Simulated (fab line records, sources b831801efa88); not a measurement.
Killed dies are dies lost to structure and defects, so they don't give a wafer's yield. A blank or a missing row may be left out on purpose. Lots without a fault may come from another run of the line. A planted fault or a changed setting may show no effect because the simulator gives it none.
A struck lot beside a sound one | flow gf180mcu | 17 steps out of a route of 602
Sound: wafers L593.1, L593.4, L593.6. Struck: wafers L604.2, L604.3, L604.6. The cause comes at the end.
At each step with rows: each side's tool, then ch and its chambers, then its first start. Under that, the readings that differ: sound wafers | struck wafers | difference of the means | sigmas: that difference in standard deviations of wafers without a fault.
alike: readings whose means differ by less than 2 such deviations, and words and numbers that are the same on both sides. not compared: withheld readings, readings that some wafer has no value for, bounds like >300 that may hide the same value, and numbers for which the record gives no deviation and whose values overlap.
The two part at a step that has a row with sigmas, a row that says differs or no value, or rows on one side only. Numbers that don't overlap but have no deviation are shown without sigmas and don't part them. A reading that every wafer of one side lacks parts them only if that side has two wafers or more.

GF_VT_IMPLANT_OVL_MEAS_18:
  sound on overlay-02, day 6 04:32; struck on overlay-02, day 9 04:44
  alike: VT_IMPLANT_01_OVL
then, 1 step without rows for these wafers: GF_VT_IMPLANT_IMPLANT_19.
GF_VT_IMPLANT_STRIP_20: strips in O2/N2.
  sound on plasma_asher-03 ch 0,1, day 6 04:43; struck on plasma_asher-01 ch 0,1, day 9 04:55
  alike: drypump_motor_current_A, heater_power_w, oes_product_au, strip_time_to_endpoint_s
  not compared: rf_hours_counter_h
GF_VT_IMPLANT_TW_MEAS_21:
  sound on film_metro-01, day 6 04:49; struck on film_metro-03, day 9 05:02
  alike: VT_IMPLANT_2_TW
then, 7 steps without rows for these wafers: GF_VT_IMPLANT_DEHYDRATE_22 (time 60 s); GF_VT_IMPLANT_HMDS_23 (prime time 60 s); GF_VT_IMPLANT_COAT_24 (resist thk 1000 nm); GF_VT_IMPLANT_SOFTBAKE_25 (time 60 s); GF_VT_IMPLANT_EXPOSE_26 (exposes mask LVPWELL HV AREA, target cd 860 nm); GF_VT_IMPLANT_PEB_27; GF_VT_IMPLANT_DEVELOP_28 (develop time 60 s).
GF_VT_IMPLANT_OVL_MEAS_29:
  sound on overlay-01, day 6 19:35; struck on overlay-01, day 9 22:23
  alike: VT_IMPLANT_02_OVL
GF_VT_IMPLANT_IMPLANT_30:
  sound on implanter-04 ch 0, day 6 19:37; struck on implanter-04 ch 0, day 9 22:26
  reading                   | sound             | struck            | difference | sigmas
  implant_ion_amu           | 11 11 11          | 31 31 31          | +20        |
  model.implant.rp_nm (nm)  | 82.49 82.49 82.49 | 32.14 32.14 32.14 | -50.35     |
  model.implant.drp_nm (nm) | 35.62 35.62 35.62 | 14.84 14.84 14.84 | -20.78     |
  alike: beam_energy_keV, end_station_pressure_torr
GF_VT_IMPLANT_STRIP_31: strips in O2/N2.
  sound on plasma_asher-04 ch 0, day 6 19:46; struck on plasma_asher-03 ch 0,1, day 9 22:34
  reading               | sound             | struck            | difference | sigmas
  oes_product_au (a.u.) | 0.712 0.708 0.709 | 0.720 0.718 0.723 | +0.011     | +2
  alike: drypump_motor_current_A, heater_power_w, strip_time_to_endpoint_s
  not compared: rf_hours_counter_h
GF_VT_IMPLANT_TW_MEAS_32:
  sound on film_metro-01, day 6 19:52; struck on film_metro-03, day 9 22:40
  reading         | sound       | struck      | difference | sigmas
  VT_IMPLANT_3_TW | 262 263 264 | 521 518 519 | +256       | +78
then, 1 step without rows for these wafers: GF_VT_IMPLANT_DEHYDRATE_33 (time 60 s).
GF_PASSIVATION_PROBE_99:
  the record has rows for the sound wafers here (prober-02, day 28 23:04) and none for the struck ones

WHERE THEY PART
First at GF_VT_IMPLANT_STRIP_31; last, within this record, at GF_PASSIVATION_PROBE_99.

WHY: what the simulator had put in
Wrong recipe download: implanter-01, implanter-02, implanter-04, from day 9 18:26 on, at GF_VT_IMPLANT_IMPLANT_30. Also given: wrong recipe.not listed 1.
